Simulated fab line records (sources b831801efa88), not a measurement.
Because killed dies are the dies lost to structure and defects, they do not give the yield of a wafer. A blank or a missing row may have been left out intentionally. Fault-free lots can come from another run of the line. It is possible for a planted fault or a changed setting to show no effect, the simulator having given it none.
Matching of chambers ; flow sky130 ; 4 sister chambers for SKY_POLY_CUT_ETCH_10 on rieDiel-01
The step etches BARC in N2/H2, stops on SiO2, time 45.9 s, target depth 60 nm. 14 wafers are shown with their chamber, then 7 later ones without.

== WAFERS, EACH WITH ITS CHAMBER ==
wafer;chamber;drypumpMotorCurrentA (A);oesProductAu (a.u.);throttleValvePct (%)
L585.4;3;6.0;0.865;13.225
L585.5;2;6.4;0.859;13.226
L585.6;3;6.0;0.864;13.227
L587.4;3;6.0;0.859;13.232
L587.5;1;6.4;0.856;13.221
L587.6;2;6.5;0.857;13.229
L588.3;0;5.4;0.857;13.219
L588.4;3;6.0;0.853;13.206
L588.6;3;6.0;0.854;13.224
L590.1;0;5.4;0.846;13.240
L590.4;2;6.4;0.855;13.232
L590.5;2;6.4;0.849;13.237
L592.3;1;6.5;0.848;13.221
L592.5;1;6.4;0.855;13.244

SIGNATURES (means of the wafers above)
reading;chamber 0;chamber 1;chamber 2;chamber 3;scatter within a chamber
drypumpMotorCurrentA;5.400;6.433;6.425;6.000;0.0376
oesProductAu;0.85150;0.85300;0.85500;0.85900;0.00526
throttleValvePct;13.22950;13.22867;13.23100;13.22280;0.0101
Rule: for a wafer and a chamber, the distance is found by dividing, reading by reading, the gap between the wafer's reading and the chamber's mean by the reading's scatter, squaring, summing and taking the root. The wafer belongs to the nearest chamber; if the next one is less than 2 further off, it can't be placed. The scatter: take each reading less its chamber's mean, square it, sum over the shown wafers, divide by the number of wafers less the number of chambers, and take the root.

== WAFERS WHOSE CHAMBER IS MISSING ==
wafer;drypumpMotorCurrentA (A);oesProductAu (a.u.);throttleValvePct (%)
L592.6;5.4;0.852;13.227
L601.2;5.4;0.860;13.225
L601.3;6.5;0.853;13.234
L601.5;6.0;0.859;13.234
L604.1;6.4;0.844;13.219
L604.2;6.0;0.854;13.236
L604.3;6.4;0.856;13.214

== EACH ONE'S CHAMBER ==
wafer;from the rows above;in truth
L592.6;0;0
L601.2;0;0
L601.3;can't be placed: 1 or 2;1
L601.5;3;3
L604.1;can't be placed: 1 or 2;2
L604.2;3;3
L604.3;can't be placed: 1 or 2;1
Correctly placed: 4 of 7. These rows do not allow placing 3 (true chamber among the candidates in 3). 0 placed wrongly.
